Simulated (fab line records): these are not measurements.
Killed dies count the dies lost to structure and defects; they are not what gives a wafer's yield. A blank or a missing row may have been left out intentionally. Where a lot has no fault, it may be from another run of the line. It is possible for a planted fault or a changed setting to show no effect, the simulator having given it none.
Comparing a struck lot with a sound one	flow gf180mcu	15 out of 602 route steps
Sound: these wafers, L848.2, L848.3, L848.4. Struck: wafers L853.2, L853.4, L853.6. Last of all comes the cause.
At each step with rows: each side's tool, then ch and its chambers, then its first start. Under that, the readings that differ: sound wafers	struck wafers	difference of the means	sigmas: that difference in standard deviations of wafers without a fault.
alike: readings with means less than 2 such deviations apart, plus words and numbers identical on both sides. not compared: withheld readings, readings lacking a value on some wafer, bounds such as >300 that could conceal the same value, and numbers that have no deviation in the record and whose values overlap.
Wherever a step has rows on one side only, a row that says differs or no value, or a row with sigmas, the two part there. When numbers do not overlap yet have no deviation, they are printed without sigmas and do not part them. A reading missing from all wafers of one side parts the sides only when that side holds two or more wafers.

GF_V1_OVL_MEAS_15:
  sound: overlay-01 at day 22 11:56; struck: overlay-01 at day 23 22:41
  alike: V1_OVL
GF_V1_ETCH_16: etches BARC in N2/H2.
  sound on rie_diel-02 ch 1,3, day 22 11:58; struck on rie_diel-01 ch 0,1,3, day 23 22:43
  alike: drypump_motor_current_A, oes_product_au, throttle_valve_pct
GF_V1_ETCH_17: etches SiO2 in C4F8/O2/Ar, stops on TiN, target depth 630 nm.
  sound on rie_diel-02 ch 1,3; struck on rie_diel-01 ch 0,1,3
  alike: oes_product_au
then, 4 steps without rows for these wafers: GF_V1_STRIP_18 (strips in O2/N2); GF_V1_STRIP_19 (strips in post etch residue remover, time 1200 s); GF_V1_CLEAN_20 (cleans in DIW); GF_V1_SPUTTER_21 (material Ti, target thk 15 nm, time 80.02 s).
GF_V1_SPUTTER_22: material TiN, target thk 10 nm, time 40 s.
  sound: pvd_sputter-03 at day 22 12:43; struck: pvd_sputter-04 at day 23 23:27
  alike: chamber_pressure_pa, throttle_valve_pct
then, 1 step without rows for these wafers: GF_V1_CVD_23 (deposits W, target thk 350 nm, time 105.05 s).
GF_V1_RS_MEAS_24: measurement is done with a four-point probe.
  sound: film_metro-03 at day 22 12:53; struck: film_metro-03 at day 23 23:37
  alike: V1_W_RS
GF_V1_THK_MEAS_25: measures by xrf.
  sound: film_metro-03 at day 22 13:00; struck: film_metro-03 at day 23 23:44
  alike: V1_W_THK
GF_V1_CMP_26: polishes, stops on SiO2, t overpolish 15 s, target thk 0 nm.
  sound on cmp-01 ch 0,2,3, day 22 13:06; struck on cmp-02 ch 0,2,3, day 23 23:53
  alike: motor_current_A, overpolish_run_s, platen_rpm, time_to_endpoint_s
GF_M2_SPUTTER_00: material Ti, target thk 37.5 nm, time 150 s.
  sound: pvd_sputter-02 at day 22 13:21; struck: pvd_sputter-02 at day 24 00:05
reading	sound	struck	difference	sigmas
chamber_pressure_pa (Pa)	2.005 1.998 2.000	1.418 1.419 1.423	-0.581	-99 or more
throttle_valve_pct (%)	29.9 28.5 29.8	35.5 38.2 35.6	+7.0	+6
model.Ti_of_M2_SPUTTER_00.thk_nm (nm)	37.43 36.56 36.68	44.38 44.18 44.89	+7.59	
GF_M2_SPUTTER_01: material TiN, target thk 30 nm, time 25 s.
  sound: pvd_sputter-02 at day 22 13:27; struck: pvd_sputter-02 at day 24 00:11
  alike: chamber_pressure_pa, throttle_valve_pct
GF_PASSIVATION_PROBE_99:
  sound wafers here have rows in the record (prober-01, day 32 09:28); struck ones have none

## WHERE THEY PART
Last at GF_PASSIVATION_PROBE_99 as far as this record goes, first at GF_M2_SPUTTER_00.

WHY: whatever the simulator had introduced
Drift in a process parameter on pvd_sputter-02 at GF_M2_SPUTTER_00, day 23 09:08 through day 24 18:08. Setting chamber_pressure_pa shifted by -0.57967 from 2. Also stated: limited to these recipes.
